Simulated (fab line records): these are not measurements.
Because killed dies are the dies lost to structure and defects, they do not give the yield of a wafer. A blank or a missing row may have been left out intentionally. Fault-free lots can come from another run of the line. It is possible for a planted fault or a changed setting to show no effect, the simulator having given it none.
fab line records	flow sky130
[record] lots = 12	wafers = 36	last_day = 51
route steps=708 shown GATE_OXIDE@198 RES_PROTECT@215 POLY_GATE@228 PAD_OPEN@708
lots with no fault: from the same line, run without faults
start_h: hours from the record's opening day to when the first of the lot's shown wafers began	wait_h: hours from the lot's prior step to this one	" repeats the value in the row above	L1.1+2: a single row standing in for several wafers	- either no value or no given start	* or withheld: withheld	< > ~ a bound
route shown NAME@n: a module of which the file shows steps, and the number in the route of the first	usual: mean/standard deviation taken from wafers without a fault	same: alike in all rows	chamber/n: place in a boat	sites: readings site by site	_std_site: how widely they spread, as a standard deviation	_edge_site: inner sites' mean taken away from outer sites' mean	radius_mm: how far each site lies from the wafer's centre	mask NAME#n: copy n	behind: the last tool/chamber to shape the wafer	hold: reason for holding the lot/hours on hold/outcome of the hold	device: which transistor (n, p or np) failed to switch	end of line: tests run on the same wafers once the route is complete	for a step that has no rows: nothing shown but its recipe	killed: dies that structure and defects cost at the first sort, which is not the same as the wafer's yield	map: shows each die of a wafer: x if killed, . if not, _ if none is there
set.NAME: the run value of the setting; set.NAME@STEP: its run value at that earlier step	model.NAME: the simulator's own value behind a step, which no gauge read
a sample of lots followed through the steps of the route, with each step as a table and each wafer as a row
services: a tool's chamber out of use, with start hour (start_h, from the record's first day; less than 0 if before it), hours out, and reason
[[steps]]
[step SKY_GATE_OXIDE_IMPLANT_11]
[recipe] species = B	energy_kev = 10	dose_cm2 = 2.6e+12	tilt_deg = withheld
[usual] dose_ions_cm2 = 2.6e+12/3.1e+09	faraday_current_uA = 14.7/0.3
[same] implant_ion_amu = 11
lot.wafer	tool	chamber	start_h	wait_h	dose_ions_cm2	faraday_current_uA
L428.1	implanter-03	0	329.68	0.0	2.598e+12	14.8
L428.2	"	0	"	"	2.594e+12	14.4
L428.6	"	0	"	"	2.601e+12	14.7
L429.1	implanter-03	0	334.55	0.0	2.605e+12	14.1
L429.3	"	0	"	"	2.604e+12	14.3
L429.6	"	0	"	"	2.606e+12	15.0
L430.2	implanter-03	0	342.05	0.0	2.602e+12	15.4
L430.3	"	0	"	"	2.601e+12	15.0
L430.6	"	0	"	"	2.601e+12	14.4
L431.3	implanter-01	0	351.45	0.1	2.605e+12	14.6
L431.5	"	0	"	"	2.595e+12	14.5
L431.6	"	0	"	"	2.601e+12	14.4
L435.1	implanter-03	0	386.25	0.0	2.6e+12	14.6
L435.4	"	0	"	"	2.599e+12	14.7
L435.5	"	0	"	"	2.599e+12	14.5
L436.1	implanter-01	0	393.02	0.0	2.6e+12	15.0
L436.2	"	0	"	"	2.604e+12	14.7
L436.5	"	0	"	"	2.601e+12	14.9
L437.1	implanter-04	0	402.47	0.0	2.602e+12	14.5
L437.3	"	0	"	"	2.602e+12	14.5
L437.5	"	0	"	"	2.601e+12	15.3
L438.1	implanter-01	0	407.27	0.0	2.6e+12	15.2
L438.4	"	0	"	"	2.599e+12	14.1
L438.6	"	0	"	"	2.604e+12	14.3
L439.3	implanter-01	0	419.62	0.1	2.6e+12	14.8
L439.4	"	0	"	"	2.602e+12	14.8
L439.6	"	0	"	"	2.6e+12	15.2
L444.2	implanter-01	0	453.08	0.0	1.1324e+13	66.5
L444.3	"	0	"	"	1.1322e+13	62.2
L444.5	"	0	"	"	1.1323e+13	64.2
L445.1	implanter-01	0	457.25	0.0	1.1319e+13	63.4
L445.4	"	0	"	"	1.1322e+13	62.9
L445.5	"	0	"	"	1.132e+13	64.5
L451.4	implanter-03	0	502.10	0.1	2.588e+12	14.4
L451.5	"	0	"	"	2.598e+12	14.8
L451.6	"	0	"	"	2.597e+12	14.7
[step SKY_GATE_OXIDE_TW_MEAS_14]
[usual] GATE_OXIDE_TW = 223.0/1.5
lot.wafer	tool	chamber	start_h	wait_h	GATE_OXIDE_TW
L428.1	film_metro-04	-	330.04	0.1	223.7
L428.2	"	-	"	"	223.5
L428.6	"	-	"	"	223.4
L429.1	film_metro-04	-	334.90	0.1	224.4
L429.3	"	-	"	"	224.6
L429.6	"	-	"	"	224.2
L430.2	film_metro-04	-	342.39	0.1	225.6
L430.3	"	-	"	"	225.4
L430.6	"	-	"	"	224.7
L431.3	film_metro-04	-	351.77	0.1	225.7
L431.5	"	-	"	"	226.2
L431.6	"	-	"	"	226.3
L435.1	film_metro-03	-	386.60	0.1	221.2
L435.4	"	-	"	"	222.1
L435.5	"	-	"	"	222.3
L436.1	film_metro-01	-	393.37	0.1	223.6
L436.2	"	-	"	"	222.7
L436.5	"	-	"	"	223.4
L437.1	film_metro-03	-	402.83	0.1	223.2
L437.3	"	-	"	"	222.5
L437.5	"	-	"	"	221.6
L438.1	film_metro-03	-	407.63	0.1	222.0
L438.4	"	-	"	"	221.5
L438.6	"	-	"	"	222.7
L439.3	film_metro-03	-	419.94	0.1	221.8
L439.4	"	-	"	"	221.8
L439.6	"	-	"	"	222.1
L444.2	film_metro-01	-	453.41	0.1	341.6
L444.3	"	-	"	"	343.6
L444.5	"	-	"	"	345.5
L445.1	film_metro-04	-	457.61	0.1	344.2
L445.4	"	-	"	"	345.2
L445.5	"	-	"	"	348.2
L451.4	film_metro-04	-	502.41	0.1	223.4
L451.5	"	-	"	"	223.8
L451.6	"	-	"	"	224.8
[step SKY_RES_PROTECT_TW_MEAS_08]
[usual] POLY_GATE_TW = 4005/30
lot.wafer	tool	chamber	start_h	wait_h	POLY_GATE_TW
L428.1	film_metro-02	-	360.72	0.1	3993
L428.2	"	-	"	"	4008
L428.6	"	-	"	"	3996
L429.1	film_metro-02	-	365.14	0.1	3967
L429.3	"	-	"	"	3981
L429.6	"	-	"	"	3965
L430.2	film_metro-04	-	374.83	0.1	4045
L430.3	"	-	"	"	4041
L430.6	"	-	"	"	4017
L431.3	film_metro-01	-	382.91	0.1	3989
L431.5	"	-	"	"	4006
L431.6	"	-	"	"	3997
L435.1	film_metro-02	-	419.64	0.1	3950
L435.4	"	-	"	"	3970
L435.5	"	-	"	"	3987
L436.1	film_metro-01	-	426.79	0.1	4045
L436.2	"	-	"	"	4036
L436.5	"	-	"	"	4034
L437.1	film_metro-02	-	436.04	0.1	3991
L437.3	"	-	"	"	4011
L437.5	"	-	"	"	3970
L438.1	film_metro-01	-	440.09	0.1	3998
L438.4	"	-	"	"	4020
L438.6	"	-	"	"	3997
L439.3	film_metro-02	-	452.86	0.1	3938
L439.4	"	-	"	"	3991
L439.6	"	-	"	"	3975
L444.2	film_metro-02	-	486.25	0.1	3993
L444.3	"	-	"	"	3970
L444.5	"	-	"	"	3991
L445.1	film_metro-04	-	491.04	0.1	4040
L445.4	"	-	"	"	4043
L445.5	"	-	"	"	4029
L451.4	film_metro-01	-	537.27	0.1	4017
L451.5	"	-	"	"	4000
L451.6	"	-	"	"	3993
[step SKY_POLY_GATE_OVL_MEAS_14]
[usual] POLY_GATE_OVL = 0/5.8
lot.wafer	tool	chamber	start_h	wait_h	POLY_GATE_OVL[nm]
L428.1	overlay-02	-	391.71	0.1	10
L428.2	"	-	"	"	5
L428.6	"	-	"	"	-5
L429.1	overlay-02	-	396.26	0.1	-5
L429.3	"	-	"	"	1
L429.6	"	-	"	"	-5
L430.2	overlay-01	-	407.21	0.1	-7
L430.3	"	-	"	"	-6
L430.6	"	-	"	"	-1
L431.3	overlay-01	-	414.67	0.1	-8
L431.5	"	-	"	"	-10
L431.6	"	-	"	"	-12
L435.1	overlay-01	-	452.36	0.1	-1
L435.4	"	-	"	"	-4
L435.5	"	-	"	"	8
L436.1	overlay-02	-	460.89	0.1	-6
L436.2	"	-	"	"	1
L436.5	"	-	"	"	-11
L437.1	overlay-01	-	467.71	0.1	0
L437.3	"	-	"	"	6
L437.5	"	-	"	"	3
L438.1	overlay-02	-	472.66	0.1	-10
L438.4	"	-	"	"	-8
L438.6	"	-	"	"	-8
L439.3	overlay-02	-	483.55	0.1	-6
L439.4	"	-	"	"	-6
L439.6	"	-	"	"	-10
L444.2	overlay-02	-	520.24	0.1	1
L444.3	"	-	"	"	1
L444.5	"	-	"	"	-2
L445.1	overlay-01	-	524.11	0.1	9
L445.4	"	-	"	"	14
L445.5	"	-	"	"	6
L451.4	overlay-01	-	569.72	0.1	3
L451.5	"	-	"	"	6
L451.6	"	-	"	"	0
[step SKY_POLY_GATE_ETCH_16]
[recipe] stop_on = poly-Si	chemistry = CH3F/O2	target = Si3N4	source_w = 400	bias_w = 80	pressure_mtorr = 25	ch3f_flow_sccm = 40	O2_flow_sccm = 30	time_s = 147.5	target_depth_a = 750
[usual] drypump_motor_current_A = 6.0/0.37	oes_product_au = 0.641/0.0049	throttle_valve_pct = 10.536/0.0093
lot.wafer	tool	chamber	start_h	wait_h	drypump_motor_current_A	oes_product_au	rf_hours_counter_h	throttle_valve_pct
L428.1	rie_diel-01	0	391.83	0.0	5.9	0.647	2	10.520
L428.2	"	3	"	"	6.2	0.642	11	10.538
L428.6	"	1	"	"	6.1	0.652	-	10.531
L429.1	rie_diel-02	1	396.38	0.0	5.5	0.636	7	10.522
L429.3	"	2	"	"	6.6	0.640	14	10.531
L429.6	"	3	"	"	6.2	0.630	-	10.524
L430.2	rie_diel-01	2	407.33	0.0	6.0	0.647	6	10.552
L430.3	"	1	"	"	6.1	0.635	3	10.550
L430.6	"	3	"	"	6.2	0.635	-	10.535
L431.3	rie_diel-01	2	414.78	0.0	6.0	0.639	6	10.517
L431.5	"	3	"	"	6.2	0.633	-	10.533
L431.6	"	0	"	"	5.9	0.635	-	10.547
L435.1	rie_diel-01	3	452.48	0.0	6.2	0.646	13	10.521
L435.4	"	0	"	"	5.9	0.650	3	10.535
L435.5	"	1	"	"	6.1	0.640	-	10.554
L436.1	rie_diel-02	2	461.00	0.0	6.6	0.634	15	10.544
L436.2	"	3	"	"	6.2	0.636	0	10.548
L436.5	"	3	"	"	6.2	0.645	-	10.533
L437.1	rie_diel-02	3	467.82	0.0	6.2	0.641	0	10.538
L437.3	"	1	"	"	5.5	0.639	9	10.527
L437.5	"	2	"	"	6.6	0.644	-	10.538
L438.1	rie_diel-04	1	472.78	0.0	6.4	0.642	92	10.534
L438.4	"	0	"	"	6.3	0.650	72	10.538
L438.6	"	3	"	"	5.3	0.641	-	10.545
L439.3	rie_diel-01	2	483.65	0.0	6.0	0.642	8	10.547
L439.4	"	1	"	"	6.1	0.647	4	10.541
L439.6	"	2	"	"	6.0	0.642	-	10.530
L444.2	rie_diel-02	0	520.35	0.0	6.0	0.633	14	10.529
L444.3	"	2	"	"	6.6	0.642	16	10.539
L444.5	"	2	"	"	6.7	0.636	-	10.548
L445.1	rie_diel-04	2	524.23	0.0	5.5	0.642	4	10.525
L445.4	"	1	"	"	6.4	0.641	0	10.541
L445.5	"	1	"	"	6.4	0.635	-	10.530
L451.4	rie_diel-01	3	569.82	0.0	6.2	0.642	15	10.534
L451.5	"	0	"	"	5.9	0.643	-	10.534
L451.6	"	1	"	"	6.2	0.650	-	10.532
[step SKY_PAD_OPEN_PROBE_99]
[usual] killed_at_M0_to_M3 = 42/6.7	killed_at_M4_up = 3.0/1.9	killed_at_contacts = 24/5.3	killed_at_front_end = 16/4.3	killed_at_other = 0.4/0.71	killed_dies = 85/9.6	killed_open = 46/6.5	killed_short = 39/6.7
[same] gross_dies = 492	killed_at_back_side = 0
lot.wafer	tool	chamber	start_h	wait_h	killed_at_M0_to_M3	killed_at_M4_up	killed_at_contacts	killed_at_front_end	killed_at_other	killed_dies	killed_open	killed_short
L445.1	prober-01	-	1185.68	0.1	42	5	28	15	0	90	52	38
L445.4	prober-01	-	1185.83	0.2	41	4	24	20	0	89	56	33
L445.5	prober-01	-	1185.88	0.2	43	2	19	21	0	85	53	29
// killed by level:class
L445.1 CONTACT:geometric_particle:open=16 VIA3:geometric_particle:open=9 METAL2:geometric_particle:short=7 VIA1:geometric_particle:open=7 POLY_GATE:geometric_particle:open=5 VIA1:geometric_particle:short=5 CONTACT:geometric_particle:short=5 METAL1:geometric_particle:short=5
L445.4 VIA1:geometric_particle:open=14 FIELD_ISO:geometric_particle:open=9 LI_CONTACT:geometric_particle:open=7 CONTACT:geometric_particle:open=7 METAL2:geometric_particle:short=7 VIA3:geometric_particle:open=6 VIA2:geometric_particle:open=5 POLY_GATE:geometric_particle:open=4
L445.5 VIA1:geometric_particle:open=12 VIA3:geometric_particle:open=9 FIELD_ISO:geometric_particle:open=8 CONTACT:geometric_particle:open=7 VIA1:geometric_particle:short=6 POLY_GATE:geometric_particle:open=5 METAL3:geometric_particle:short=5 VIA2:geometric_particle:open=5
[[services]]
tool	chamber	start_h	hours	kind
rie_diel-01	-	306.02	0.6	repair
implanter-04	-	327.61	6.3	pm
rie_diel-04	-	356.54	4.0	pm
rie_diel-04	3	360.54	-	clean
rie_diel-04	3	360.54	13.5	scheduled_down
rie_diel-04	3	360.54	13.5	vent_cycle
implanter-04	-	371.05	1.6	repair
implanter-03	-	389.66	5.7	repair
implanter-04	-	420.05	3.1	repair
rie_diel-02	3	427.98	-	clean
rie_diel-02	3	427.98	19.3	scheduled_down
rie_diel-02	3	427.98	19.3	vent_cycle
implanter-04	-	468.70	0.5	repair
rie_diel-04	2	479.83	7.9	repair
rie_diel-01	0	490.41	4.0	repair
rie_diel-04	1	494.55	-	clean
rie_diel-04	1	494.55	14.0	scheduled_down
rie_diel-04	1	494.55	14.0	vent_cycle
rie_diel-01	0	532.26	4.5	repair
rie_diel-02	2	532.38	2.4	repair
implanter-03	-	554.95	2.1	pm
implanter-04	-	562.44	1.4	repair
[[key]]
[first_sign] step = SKY_GATE_OXIDE_IMPLANT_11	reading = dose_ions_cm2	direction = up	sigmas = 99+	usual = *	struck = *
[effect] step = SKY_GATE_OXIDE_IMPLANT_11	reading = faraday_current_uA	direction = up	sigmas = 99+	usual = 14.7	struck = 63.9
[effect] step = SKY_GATE_OXIDE_TW_MEAS_14	reading = GATE_OXIDE_TW	direction = up	sigmas = 80	usual = 223.0	struck = 344.7
met_at SKY_GATE_OXIDE_IMPLANT_11
struck_lots L444,L445
tester_left_out L444,L445
not_acting_at SKY_RES_PROTECT_TW_MEAS_08,SKY_POLY_GATE_OVL_MEAS_14,SKY_POLY_GATE_ETCH_16
onset_between 419.62 453.08
[fault] kind = process_parameter_drift	tool = implanter-01	chamber = -	onset_h = 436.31	steps = SKY_GATE_OXIDE_IMPLANT_11	channel = dose_cm2	offset = *	shape = step	end_h = 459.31	acts_in = *	stated = *
// tester_left_out: of these lots the tester's yield and bins aren't shown, on N5 and GAA mostly nor the transistor test; their killed dies are dies lost to structure and defects alone, not to doping, threshold or leakage, so they don't give the yield
